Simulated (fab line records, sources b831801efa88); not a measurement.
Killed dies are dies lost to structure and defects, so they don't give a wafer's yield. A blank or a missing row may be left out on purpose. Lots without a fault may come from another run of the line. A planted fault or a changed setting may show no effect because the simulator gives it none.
Chamber matching | flow gf180mcu | GF_V4_CMP_04 on cmp-02: 4 sister chambers
The step polishes SiO2. 16 wafers are shown with their chamber, then 8 later ones without.

WAFERS WITH THEIR CHAMBER
wafer  | chamber | motor_current_A (A) | time_to_endpoint_s (s)
L541.1 | 0       | 10.5                | 70
L541.3 | 2       | 11.3                | 70
L541.4 | 3       | 11.4                | 77
L554.2 | 3       | 10.8                | 86
L554.3 | 0       | 10.9                | 81
L554.5 | 1       | 12.2                | 82
L555.1 | 3       | 11.2                | 78
L555.4 | 1       | 11.5                | 79
L555.6 | 1       | 11.9                | 78
L557.1 | 1       | 11.9                | 89
L557.5 | 0       | 10.6                | 85
L557.6 | 3       | 11.1                | 88
L561.3 | 0       | 11.1                | 81
L561.4 | 3       | 10.9                | 89
L561.5 | 2       | 11.4                | 81
L562.2 | 1       | 11.5                | 78

SIGNATURES (means of the wafers above)
reading            | chamber 0 | chamber 1 | chamber 2 | chamber 3 | scatter within a chamber
motor_current_A    | 10.775    | 11.800    | 11.350    | 11.080    | 0.261
time_to_endpoint_s | 79.25     | 81.20     | 75.50     | 83.60     | 5.78
Rule: a wafer's distance from a chamber is the root of the sum, over the readings, of the square of ((its reading less the chamber's mean) divided by the reading's scatter). The wafer belongs to the nearest chamber; if the next one is less than 2 further off, it can't be placed. The scatter: the root of (the sum of the squares of (reading less its chamber's mean) over the shown wafers, divided by (wafers less chambers)).

WAFERS WITHOUT THEIR CHAMBER
wafer  | motor_current_A (A) | time_to_endpoint_s (s)
L562.4 | 11.1                | 89
L562.6 | 11.6                | 85
L563.1 | 10.7                | 79
L563.2 | 11.1                | 75
L563.6 | 10.5                | 80
L564.2 | 11.0                | 82
L564.4 | 11.4                | 89
L564.5 | 12.1                | 80

WHICH CHAMBER EACH WENT THROUGH
wafer  | from the rows above               | in truth
L562.4 | can't be placed: 3 or 0 or 2      | 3
L562.6 | can't be placed: 1 or 2 or 3      | 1
L563.1 | can't be placed: 0 or 3           | 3
L563.2 | can't be placed: 2 or 0 or 3 or 1 | 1
L563.6 | can't be placed: 0 or 3           | 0
L564.2 | can't be placed: 3 or 0 or 2      | 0
L564.4 | can't be placed: 3 or 1 or 2 or 0 | 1
L564.5 | can't be placed: 1 or 2           | 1
Placed correctly: 0 of 8. Can't be placed from these rows: 8 (the true chamber is among the candidates in 8). Placed wrongly: 0.
